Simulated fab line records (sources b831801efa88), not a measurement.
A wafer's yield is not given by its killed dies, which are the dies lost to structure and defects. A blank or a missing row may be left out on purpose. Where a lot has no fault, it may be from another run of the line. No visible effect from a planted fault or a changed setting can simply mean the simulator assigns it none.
fab line records    flow sky130
record lots=6  wafers=18  lastDay=50
route steps=708 shown POLY_GATE@227 LDD_N@237 PAD_OPEN@708
lots with no fault: from the same line, run without faults
startH: hours from the record's first day to the start of the lot's first wafer shown    waitH: hours from the lot's prior step to this one    " the same as in the row above    L1.1+2: one row covering several wafers at once    - no value present, or no start provided    * or withheld: withheld    < > ~ a bound
route shown NAME@n: names a module that has steps shown in the file, with the first one's number in the route    usual: mean and standard deviation over wafers with no fault    same: alike in all rows    chamber/n: place in a boat    sites: readings site by site    _std_site: how widely they spread, as a standard deviation    _edge_site: mean of outer sites minus mean of inner sites    radiusMm: how far each site lies from the wafer's centre    mask NAME#n: copy n    behind: the last tool/chamber to shape the wafer    hold: what put the lot on hold/how long, in hours/how the hold closed    device: whichever transistor did not switch (one of n, p or np)    end of line: tests of these same wafers at the route's end    a step with no rows: only its recipe    killed: dies lost to structure and defects at the first sort, not the wafer's yield    map: the dies of a wafer, with x for killed, . for not killed, _ for no die there
set.NAME: the setting that was run; set.NAME@STEP: the one run at that earlier step    model.NAME: the simulator's own value behind a step, which no gauge read
lots seen at some steps along the route; tables by step, rows by wafer
services: from which hour (startH, from the record's first day; less than 0 if before it) a tool's chamber was out of use, for how many hours, and why
## steps
# step SKY_POLY_GATE_CD_MEAS_13
# recipe targetCdNm=150
# usual cdNm=150.2/1.6
lot.wafer  tool      chamber  startH  waitH  cdNm
L306.2     cdSem-02  -        389.65  -      151.6
L306.5     "         -        "       "      152.4
L306.6     "         -        "       "      151.0
L315.1     cdSem-02  -        463.48  -      151.6
L315.5     "         -        "       "      151.6
L315.6     "         -        "       "      150.7
L322.1     cdSem-02  -        527.93  -      151.3
L322.3     "         -        "       "      150.7
L322.5     "         -        "       "      151.6
L323.2     cdSem-02  -        537.95  -      148.6
L323.3     "         -        "       "      149.5
L323.4     "         -        "       "      146.8
L324.2     cdSem-02  -        547.50  -      150.8
L324.5     "         -        "       "      149.6
L324.6     "         -        "       "      150.8
L326.2     cdSem-02  -        557.36  -      148.9
L326.5     "         -        "       "      148.6
L326.6     "         -        "       "      148.2
# step SKY_POLY_GATE_OVL_MEAS_14
# usual POLY_GATE_OVL=-1/5
lot.wafer  tool        chamber  startH  waitH  POLY_GATE_OVL[nm]
L306.2     overlay-01  -        389.75  0.1    -2
L306.5     "           -        "       "      -2
L306.6     "           -        "       "      2
L315.1     overlay-01  -        463.60  0.1    2
L315.5     "           -        "       "      -4
L315.6     "           -        "       "      -1
L322.1     overlay-01  -        528.05  0.1    7
L322.3     "           -        "       "      -1
L322.5     "           -        "       "      11
L323.2     overlay-01  -        538.05  0.1    4
L323.3     "           -        "       "      -1
L323.4     "           -        "       "      4
L324.2     overlay-02  -        547.60  0.1    -8
L324.5     "           -        "       "      -1
L324.6     "           -        "       "      -6
L326.2     overlay-01  -        557.46  0.1    -2
L326.5     "           -        "       "      -6
L326.6     "           -        "       "      -1
# step SKY_POLY_GATE_ETCH_15
# recipe chemistry=N2/H2  target=BARC  ionEnergyEv=200  sourceW=500  biasW=100  pressureMtorr=30  n2FlowSccm=100  h2FlowSccm=200  stopOn=SiO2  timeS=118.5  targetDepthA=1100
# usual drypumpMotorCurrentA=5.9/0.34  oesProductAu=0.717/0.0043  rfFwdPowerW=497.3/1.6  throttleValvePct=13.212/0.0098
lot.wafer  tool        chamber  startH  waitH  drypumpMotorCurrentA  oesProductAu  rfFwdPowerW  rfHoursCounterH  throttleValvePct
L306.2     rieDiel-03  1        389.78  0.0    5.6                   0.709         501.3        1                13.222
L306.5     "           2        "       "      5.9                   0.724         500.7        -                13.215
L306.6     "           1        "       "      5.6                   0.718         501.4        -                13.209
L315.1     rieDiel-01  3        463.64  0.0    6.4                   0.712         498.2        29               13.221
L315.5     "           0        "       "      5.6                   0.715         494.4        -                13.231
L315.6     "           1        "       "      5.5                   0.722         500.5        -                13.206
L322.1     rieDiel-02  1        528.08  0.0    6.3                   0.715         497.1        77               13.199
L322.3     "           2        "       "      6.0                   0.721         494.3        60               13.209
L322.5     "           2        "       "      6.0                   0.723         494.5        -                13.204
L323.2     rieDiel-01  2        538.08  0.0    6.0                   0.725         496.8        52               13.204
L323.3     "           3        "       "      6.5                   0.716         499.1        30               13.213
L323.4     "           0        "       "      5.7                   0.714         499.0        19               13.230
L324.2     rieDiel-01  3        547.63  0.0    6.5                   0.720         496.2        31               13.209
L324.5     "           0        "       "      5.7                   0.717         498.4        -                13.203
L324.6     "           3        "       "      6.4                   0.720         497.5        -                13.214
L326.2     rieDiel-01  0        557.49  0.0    5.7                   0.707         498.6        20               13.203
L326.5     "           1        "       "      5.4                   0.716         495.6        -                13.208
L326.6     "           2        "       "      6.0                   0.718         495.1        -                13.198
# step SKY_POLY_GATE_ETCH_16
# recipe stopOn=poly-Si  chemistry=CH3F/O2  target=Si3N4  sourceW=400  biasW=80  pressureMtorr=25  ch3fFlowSccm=40  O2_flow_sccm=30  timeS=147.5  targetDepthA=750
# usual drypumpMotorCurrentA=5.9/0.33  oesProductAu=0.638/0.0048  rfFwdPowerW=398.2/1.3  throttleValvePct=10.535/0.0096
lot.wafer  tool        chamber  startH  waitH  drypumpMotorCurrentA  oesProductAu  rfFwdPowerW  rfHoursCounterH  throttleValvePct
L306.2     rieDiel-03  1        389.86  0.0    5.6                   0.630         397.1        1                10.552
L306.5     "           2        "       "      5.9                   0.642         399.7        -                10.539
L306.6     "           1        "       "      5.6                   0.644         398.5        -                10.530
L315.1     rieDiel-01  3        463.72  0.0    6.5                   0.632         397.3        29               10.517
L315.5     "           0        "       "      5.7                   0.631         395.9        -                10.538
L315.6     "           1        "       "      5.4                   0.638         398.6        -                10.543
L322.1     rieDiel-02  1        528.16  0.0    6.2                   0.633         398.6        77               10.529
L322.3     "           2        "       "      6.0                   0.641         398.4        60               10.522
L322.5     "           2        "       "      6.0                   0.636         397.6        -                10.535
L323.2     rieDiel-01  2        538.16  0.0    6.0                   0.642         397.8        52               10.544
L323.3     "           3        "       "      6.4                   0.638         397.5        31               10.519
L323.4     "           0        "       "      5.7                   0.645         398.7        19               10.530
L324.2     rieDiel-01  3        547.72  0.0    6.5                   0.642         397.9        31               10.529
L324.5     "           0        "       "      5.7                   0.640         398.9        -                10.545
L324.6     "           3        "       "      6.5                   0.641         398.3        -                10.534
L326.2     rieDiel-01  0        557.58  0.0    5.7                   0.636         399.9        20               10.549
L326.5     "           1        "       "      5.5                   0.640         396.6        -                10.549
L326.6     "           2        "       "      6.0                   0.631         398.4        -                10.556
# step SKY_POLY_GATE_ETCH_17
# recipe targetDepthNm=180  stopOn=SiO2  overEtchFrac=0.56667  chemistry=HBr/Cl2  target=poly-Si  icpW=400  biasW=100  pressureMtorr=10  HBr_flow_sccm=150  Cl2_flow_sccm=50  timeS=70.5
# usual drypumpMotorCurrentA=5.5/0.53  oesProductAu=0.985/0.007  rfFwdPowerW=397.2/1.4  throttleValvePct=33.684/0.01
lot.wafer  tool      chamber  startH  waitH  drypumpMotorCurrentA  oesProductAu  rfFwdPowerW  rfHoursCounterH  throttleValvePct
L306.2     rieSi-02  3        389.96  0.0    6.2                   0.989         394.4        46               33.693
L306.5     "         1        "       "      6.2                   0.982         398.1        -                33.694
L306.6     "         0        "       "      6.3                   0.981         394.6        -                33.677
L315.1     rieSi-01  0        463.82  0.0    5.0                   0.985         396.1        2                33.690
L315.5     "         3        "       "      5.3                   0.973         397.8        -                33.688
L315.6     "         2        "       "      5.1                   0.978         397.8        -                33.702
L322.1     rieSi-01  2        528.26  0.0    5.1                   0.984         396.9        40               33.696
L322.3     "         1        "       "      5.0                   0.981         397.3        7                33.685
L322.5     "         3        "       "      5.3                   0.982         398.8        -                33.685
L323.2     rieSi-02  2        538.26  0.0    6.0                   0.978         398.3        3                33.683
L323.3     "         3        "       "      6.2                   0.982         397.6        46               33.694
L323.4     "         3        "       "      6.2                   0.982         396.2        -                33.696
L324.2     rieSi-01  3        547.82  0.0    5.3                   0.990         398.6        2                33.677
L324.5     "         2        "       "      5.1                   0.996         394.8        -                33.676
L324.6     "         3        "       "      5.3                   0.990         397.7        -                33.672
L326.2     rieSi-01  1        557.67  0.0    5.0                   0.972         399.3        7                33.677
L326.5     "         0        "       "      5.0                   0.973         397.1        -                33.673
L326.6     "         3        "       "      5.3                   0.986         398.2        -                33.676
# step SKY_POLY_GATE_STRIP_18
# recipe chemistry=O2/N2  powerW=1400  pressureMtorr=1500  platenTempC=withheld  o2FlowSccm=3000  n2FlowSccm=300  overashFraction=0.5
# usual drypumpMotorCurrentA=5.7/0.34  oesProductAu=0.360/0.0048  stripTimeToEndpointS=3.152/0.027
lot.wafer  tool            chamber  startH  waitH  drypumpMotorCurrentA  oesProductAu  rfHoursCounterH  stripTimeToEndpointS
L306.2     plasmaAsher-02  0        390.02  0.0    5.3                   0.357         24               3.127
L306.5     "               1        "       "      5.7                   0.357         -                3.118
L306.6     "               0        "       "      5.3                   0.367         -                3.149
L315.1     plasmaAsher-04  1        463.87  0.0    6.2                   0.357         79               3.167
L315.5     "               1        "       "      6.2                   0.356         -                3.142
L315.6     "               0        "       "      5.9                   0.359         -                3.087
L322.1     plasmaAsher-04  0        528.32  0.0    5.9                   0.359         86               3.104
L322.3     "               1        "       "      6.2                   0.366         -                3.172
L322.5     "               1        "       "      6.2                   0.357         -                3.147
L323.2     plasmaAsher-01  1        538.32  0.0    5.6                   0.356         10               3.112
L323.3     "               0        "       "      5.3                   0.363         -                3.174
L323.4     "               1        "       "      5.6                   0.370         -                3.165
L324.2     plasmaAsher-02  0        547.87  0.0    5.3                   0.365         39               3.159
L324.5     "               1        "       "      5.8                   0.364         -                3.167
L324.6     "               0        "       "      5.3                   0.359         -                3.165
L326.2     plasmaAsher-04  1        557.73  0.0    6.2                   0.370         90               3.188
L326.5     "               0        "       "      5.9                   0.361         -                3.154
L326.6     "               1        "       "      6.2                   0.364         -                3.154
# step SKY_POLY_GATE_CLEAN_19
# recipe chemistry=SC1/SC2  mix=1:4:20  tempC=70  timeS=150  dry=n2Spin
# step SKY_POLY_GATE_OXIDATION_20
# recipe tempC=850  ambient=O2  stabiliseS=600  purgeS=300  targetThkA=40  oxTimeS=899
# step SKY_POLY_GATE_THK_MEAS_21
# recipe reads=SiO2_of_POLY_GATE_OXIDATION_20
# usual POLY_GATE_OXIDATION_THK=3.95/0.078
lot.wafer  tool          chamber  startH  waitH  POLY_GATE_OXIDATION_THK[nm]
L306.2     filmMetro-03  -        394.22  0.0    4.00
L306.5     "             -        "       "      4.00
L306.6     "             -        "       "      4.00
L315.1     filmMetro-01  -        467.73  0.0    3.97
L315.5     "             -        "       "      4.00
L315.6     "             -        "       "      3.95
L322.1     filmMetro-02  -        529.72  0.0    4.09
L322.3     "             -        "       "      4.04
L322.5     "             -        "       "      3.96
L323.2     filmMetro-01  -        539.73  0.0    3.99
L323.3     "             -        "       "      3.95
L323.4     "             -        "       "      3.98
L324.2     filmMetro-03  -        549.31  0.0    3.94
L324.5     "             -        "       "      3.98
L324.6     "             -        "       "      3.93
L326.2     filmMetro-03  -        559.52  0.0    4.14
L326.5     "             -        "       "      4.14
L326.6     "             -        "       "      3.99
# step SKY_POLY_GATE_CD_MEAS_22
# usual cdNm=150.3/2.2
lot.wafer  tool      chamber  startH  waitH  cdNm
L306.2     cdSem-02  -        394.30  0.1    151.9
L306.5     "         -        "       "      153.7
L306.6     "         -        "       "      150.9
L315.1     cdSem-02  -        467.79  0.1    151.6
L315.5     "         -        "       "      154.1
L315.6     "         -        "       "      152.0
L322.1     cdSem-01  -        529.78  0.1    151.5
L322.3     "         -        "       "      149.8
L322.5     "         -        "       "      151.9
L323.2     cdSem-01  -        539.81  0.1    149.5
L323.3     "         -        "       "      147.6
L323.4     "         -        "       "      146.1
L324.2     cdSem-02  -        549.39  0.1    147.5
L324.5     "         -        "       "      146.5
L324.6     "         -        "       "      148.2
L326.2     cdSem-01  -        559.60  0.1    148.3
L326.5     "         -        "       "      148.0
L326.6     "         -        "       "      148.8
# step SKY_LDD_N_DEHYDRATE_00
# recipe tempC=200  timeS=60
# step SKY_LDD_N_HMDS_01
# recipe primeTimeS=60  primeTempC=120
# step SKY_LDD_N_COAT_02
# recipe resist=NOVOLAK  spinRpm=3000  resistThkNm=300
# usual spinSpeedRpm=3000.4/1.8
lot.wafer  tool           chamber  startH  waitH  spinSpeedRpm  model.NOVOLAK_of_LDD_N_COAT_02.thkNm
L306.2     lithoTrack-01  0        409.01  0.1    3000.4        301.4
L306.5     "              0        "       "      3002.2        302.1
L306.6     "              0        "       "      3000.7        301.3
L315.1     lithoTrack-04  0        482.39  0.1    3000.3        299.5
L315.5     "              0        "       "      3004.4        299.9
L315.6     "              0        "       "      3001.4        299.6
L322.1     lithoTrack-04  0        544.74  0.1    3001.1        300.1
L322.3     "              0        "       "      3001.4        300.3
L322.5     "              0        "       "      3000.8        299.8
L323.2     lithoTrack-04  0        554.56  0.1    2999.8        326.8
L323.3     "              0        "       "      3000.8        326.2
L323.4     "              0        "       "      3002.8        328.3
L324.2     lithoTrack-04  0        563.76  0.1    3003.1        328.1
L324.5     "              0        "       "      3001.9        327.9
L324.6     "              0        "       "      3002.6        328.5
L326.2     lithoTrack-01  0        573.75  0.1    2999.8        299.1
L326.5     "              0        "       "      3001.0        300
L326.6     "              0        "       "      2997.7        300.6
# step SKY_LDD_N_SOFTBAKE_03
# recipe tempC=90  timeS=60  resist=NOVOLAK
# step SKY_LDD_N_EXPOSE_04
# recipe maskId=NTM  targetCdNm=840  na=0.6  sourceShape=conventional  sigmaOuter=0.6  doseMj=110
# step SKY_LDD_N_PEB_05
# recipe tempC=withheld  timeS=*  resist=NOVOLAK
# step SKY_LDD_N_DEVELOP_06
# recipe developTimeS=60  devTempC=23
# same developTimeS=60
lot.wafer  tool           chamber  startH  waitH  model.NOVOLAK_of_LDD_N_COAT_02.thkNm
L306.2     lithoTrack-03  0        423.47  0.1    301
L306.5     "              0        "       "      301.7
L306.6     "              0        "       "      300.9
L315.1     lithoTrack-01  0        498.08  0.1    299.1
L315.5     "              0        "       "      299.5
L315.6     "              0        "       "      299.2
L322.1     lithoTrack-03  0        559.40  0.1    299.7
L322.3     "              0        "       "      299.9
L322.5     "              0        "       "      299.4
L323.2     lithoTrack-03  0        569.67  0.1    326.4
L323.3     "              0        "       "      325.8
L323.4     "              0        "       "      327.8
L324.2     lithoTrack-04  0        578.51  0.1    327.7
L324.5     "              0        "       "      327.5
L324.6     "              0        "       "      328.1
L326.2     lithoTrack-04  0        589.16  0.1    298.7
L326.5     "              0        "       "      299.6
L326.6     "              0        "       "      300.2
# step SKY_LDD_N_OVL_MEAS_07
# usual LDD_N_OVL=-0.4/1.4
lot.wafer  tool        chamber  startH  waitH  LDD_N_OVL[nm]
L306.2     overlay-02  -        423.61  0.1    -2.8
L306.5     "           -        "       "      0.8
L306.6     "           -        "       "      0.4
L315.1     overlay-01  -        498.23  0.1    1.0
L315.5     "           -        "       "      2.7
L315.6     "           -        "       "      1.6
L322.1     overlay-02  -        559.55  0.1    -0.3
L322.3     "           -        "       "      -0.3
L322.5     "           -        "       "      -0.1
L323.2     overlay-01  -        569.80  0.1    -2.5
L323.3     "           -        "       "      -2.7
L323.4     "           -        "       "      -1.9
L324.2     overlay-01  -        578.64  0.1    -1.5
L324.5     "           -        "       "      -0.5
L324.6     "           -        "       "      0.6
L326.2     overlay-02  -        589.29  0.1    -0.5
L326.5     "           -        "       "      0.0
L326.6     "           -        "       "      -0.9
# step SKY_LDD_N_IMPLANT_08
# recipe species=As  energyKev=20  doseCm2=7.5e+13  tiltDeg=withheld  rotationDeg=23
# step SKY_LDD_N_IMPLANT_09
# recipe species=As  energyKev=20  doseCm2=7.5e+13  tiltDeg=withheld  rotationDeg=113
# step SKY_LDD_N_IMPLANT_10
# recipe species=As  energyKev=20  doseCm2=7.5e+13  tiltDeg=withheld  rotationDeg=203
# step SKY_LDD_N_IMPLANT_11
# recipe species=As  energyKev=20  doseCm2=7.5e+13  tiltDeg=withheld  rotationDeg=293
# step SKY_LDD_N_IMPLANT_12
# recipe species=BF2  energyKev=50  doseCm2=5e+12  tiltDeg=30  rotationDeg=0
# step SKY_LDD_N_IMPLANT_13
# recipe species=BF2  energyKev=50  doseCm2=5e+12  tiltDeg=30  rotationDeg=90
# step SKY_LDD_N_IMPLANT_14
# recipe species=BF2  energyKev=50  doseCm2=5e+12  tiltDeg=30  rotationDeg=180
# step SKY_LDD_N_IMPLANT_15
# recipe species=BF2  energyKev=50  doseCm2=5e+12  tiltDeg=30  rotationDeg=270
# step SKY_LDD_N_STRIP_16
# recipe chemistry=O2/N2  powerW=1400  pressureMtorr=1500  platenTempC=withheld  o2FlowSccm=3000  n2FlowSccm=300  overashFraction=0.5
# usual drypumpMotorCurrentA=5.9/0.46  oesProductAu=0.406/0.0046  stripTimeToEndpointS=4.320/0.016
lot.wafer  tool            chamber  startH  waitH  drypumpMotorCurrentA  oesProductAu  rfHoursCounterH  stripTimeToEndpointS
L306.2     plasmaAsher-03  0        424.84  0.1    6.7                   0.411         59               4.323
L306.5     "               1        "       "      5.5                   0.402         -                4.329
L306.6     "               0        "       "      6.6                   0.395         -                4.332
L315.1     plasmaAsher-03  0        501.57  0.1    6.7                   0.405         67               4.310
L315.5     "               0        "       "      6.7                   0.405         -                4.307
L315.6     "               1        "       "      5.5                   0.407         -                4.304
L322.1     plasmaAsher-03  1        560.78  0.1    5.6                   0.408         73               4.313
L322.3     "               0        "       "      6.7                   0.407         -                4.320
L322.5     "               1        "       "      5.5                   0.412         -                4.312
L323.2     plasmaAsher-04  0        571.03  0.1    5.9                   0.421         91               4.644
L323.3     "               0        "       "      5.9                   0.417         -                4.654
L323.4     "               1        "       "      6.2                   0.424         -                4.684
L324.2     plasmaAsher-04  1        579.87  0.1    6.2                   0.426         92               4.682
L324.5     "               1        "       "      6.2                   0.424         -                4.675
L324.6     "               0        "       "      5.9                   0.419         -                4.672
L326.2     plasmaAsher-01  1        590.52  0.1    5.6                   0.408         15               4.305
L326.5     "               1        "       "      5.6                   0.406         -                4.310
L326.6     "               0        "       "      5.2                   0.408         -                4.309
# step SKY_LDD_N_TW_MEAS_17
# usual LDD_N_TW=2587/17
lot.wafer  tool          chamber  startH  waitH  LDD_N_TW
L306.2     filmMetro-03  -        424.95  0.1    2547
L306.5     "             -        "       "      2557
L306.6     "             -        "       "      2564
L315.1     filmMetro-03  -        501.67  0.1    2596
L315.5     "             -        "       "      2577
L315.6     "             -        "       "      2590
L322.1     filmMetro-02  -        560.88  0.1    2608
L322.3     "             -        "       "      2605
L322.5     "             -        "       "      2618
L323.2     filmMetro-03  -        571.14  0.1    2567
L323.3     "             -        "       "      2568
L323.4     "             -        "       "      2563
L324.2     filmMetro-02  -        579.98  0.1    2599
L324.5     "             -        "       "      2587
L324.6     "             -        "       "      2598
L326.2     filmMetro-02  -        590.63  0.1    2589
L326.5     "             -        "       "      2599
L326.6     "             -        "       "      2593
# step SKY_PAD_OPEN_PROBE_99
# usual killed_at_M0_to_M3=43/7  killed_at_M4_up=3.1/2  killedAtContacts=24/5.3  killedAtFrontEnd=15/4.2  killedAtOther=0.4/0.66  killedDies=86/9.5  killedOpen=47/7.4  killedShort=38/6.2
# same grossDies=492  killedAtBackSide=0
lot.wafer  tool       chamber  startH   waitH  killed_at_M0_to_M3  killed_at_M4_up  killedAtContacts  killedAtFrontEnd  killedAtOther  killedDies  killedOpen  killedShort
L315.1     prober-02  -        1139.55  0.1    40                  1                25                16                0              82          49          33
L315.5     prober-02  -        1139.75  0.2    47                  4                29                19                0              99          52          47
L315.6     prober-02  -        1139.80  0.2    43                  3                31                15                1              93          51          42
L322.1     prober-02  -        1177.35  0.1    44                  2                21                17                1              85          53          31
L322.3     prober-02  -        1177.45  0.2    42                  1                15                13                2              73          35          38
L322.5     prober-02  -        1177.55  0.2    35                  5                18                22                0              80          43          36
# killed by level:class
L315.1 CONTACT:geometricParticle:open=10 VIA3:geometricParticle:open=8 VIA2:geometricParticle:open=8 FIELD_ISO:geometricParticle:open=6 CONTACT:geometricParticle:short=6 VIA1:geometricParticle:open=6 VIA3:geometricParticle:short=5 FIELD_ISO:geometricParticle:short=4
L315.5 METAL2:geometricParticle:short=13 LI_CONTACT:geometricParticle:open=9 CONTACT:geometricParticle:open=9 VIA1:geometricParticle:open=9 CONTACT:geometricParticle:short=8 VIA2:geometricParticle:open=8 POLY_GATE:geometricParticle:short=5 FIELD_ISO:geometricParticle:open=4
L315.6 METAL1:geometricParticle:short=11 CONTACT:geometricParticle:open=9 VIA1:geometricParticle:open=9 LI_CONTACT:geometricParticle:open=8 LOCAL_INTERCONNECT:geometricParticle:short=7 VIA3:geometricParticle:open=6 FIELD_ISO:geometricParticle:open=5 POLY_GATE:geometricParticle:open=4
L322.1 VIA1:geometricParticle:open=11 LI_CONTACT:geometricParticle:open=9 VIA3:geometricParticle:open=8 CONTACT:geometricParticle:open=6 VIA2:geometricParticle:open=6 POLY_GATE:geometricParticle:short=4 POLY_GATE:geometricParticle:open=4 METAL1:geometricParticle:short=4
L322.3 VIA1:geometricParticle:open=9 VIA1:geometricParticle:short=6 VIA2:geometricParticle:open=6 CONTACT:geometricParticle:open=5 METAL2:geometricParticle:short=5 VIA3:geometricParticle:open=5 FIELD_ISO:geometricParticle:open=4 POLY_GATE:geometricParticle:short=4
L322.5 LI_CONTACT:geometricParticle:open=8 POLY_GATE:geometricParticle:open=7 VIA1:geometricParticle:open=7 VIA3:geometricParticle:open=5 FIELD_ISO:geometricParticle:open=4 POLY_GATE:geometricParticle:short=4 METAL1:geometricParticle:short=4 METAL2:geometricParticle:short=4
## services
tool            chamber  startH  hours  kind
plasmaAsher-03  -        376.92  0.8    repair
rieDiel-01      -        377.83  2.8    pm
rieDiel-01      0        378.02  2.6    repair
plasmaAsher-03  -        379.36  1.3    repair
rieDiel-02      -        402.36  2.8    pm
rieDiel-02      1        406.25  1.2    repair
rieDiel-01      3        408.59  1.6    repair
rieSi-02        -        418.14  2.8    pm
plasmaAsher-01  -        421.25  9.0    pm
rieDiel-01      2        450.80  17.4   repair
plasmaAsher-04  -        459.88  1.3    repair
plasmaAsher-01  -        480.96  14.6   pm
rieDiel-01      2        492.04  3.7    repair
rieSi-01        -        493.46  2.8    pm
rieSi-02        3        493.67  5.0    repair
plasmaAsher-04  -        512.98  0.6    repair
plasmaAsher-02  -        523.35  11.1   repair
rieSi-02        2        525.37  7.4    repair
rieSi-02        0        536.15  3.1    repair
rieSi-02        0        540.77  2.9    repair
rieDiel-01      1        550.65  5.4    repair
rieSi-02        -        561.93  3.2    repair
plasmaAsher-03  -        569.07  1.4    repair
rieDiel-03      3        576.83  27.3   repair
## key
firstSign step=SKY_LDD_N_STRIP_16  reading=stripTimeToEndpointS  direction=up  sigmas=22  usual=*  struck=*
effect step=SKY_LDD_N_STRIP_16  reading=oesProductAu  direction=up  sigmas=3.5  usual=0.406  struck=0.422
modelEffect step=SKY_LDD_N_COAT_02  value=NOVOLAK_of_LDD_N_COAT_02.thkNm  without=300.7  struck=327.6
modelEffect step=SKY_LDD_N_DEVELOP_06  value=NOVOLAK_of_LDD_N_COAT_02.thkNm  without=300.3  struck=327.2
metAt SKY_LDD_N_COAT_02
struckWafers L323.2,L323.3,L323.4,L324.2,L324.5,L324.6
testerLeftOut L323,L324
onsetBetween 544.74 554.56
alsoFits SKY_LDD_N_STRIP_16:plasmaAsher-04
fault kind=processParameterDrift  tool=lithoTrack-04  chamber=-  onsetH=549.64  steps=SKY_LDD_N_COAT_02  channel=resistThkNm  offset=26.893  shape=step  endH=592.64  actsIn=theseRecipesOnly  stated=300
# testerLeftOut: of these lots the tester's yield and bins aren't shown, on N5 and GAA mostly nor the transistor test; their killed dies are dies lost to structure and defects alone, not to doping, threshold or leakage, so they don't give the yield
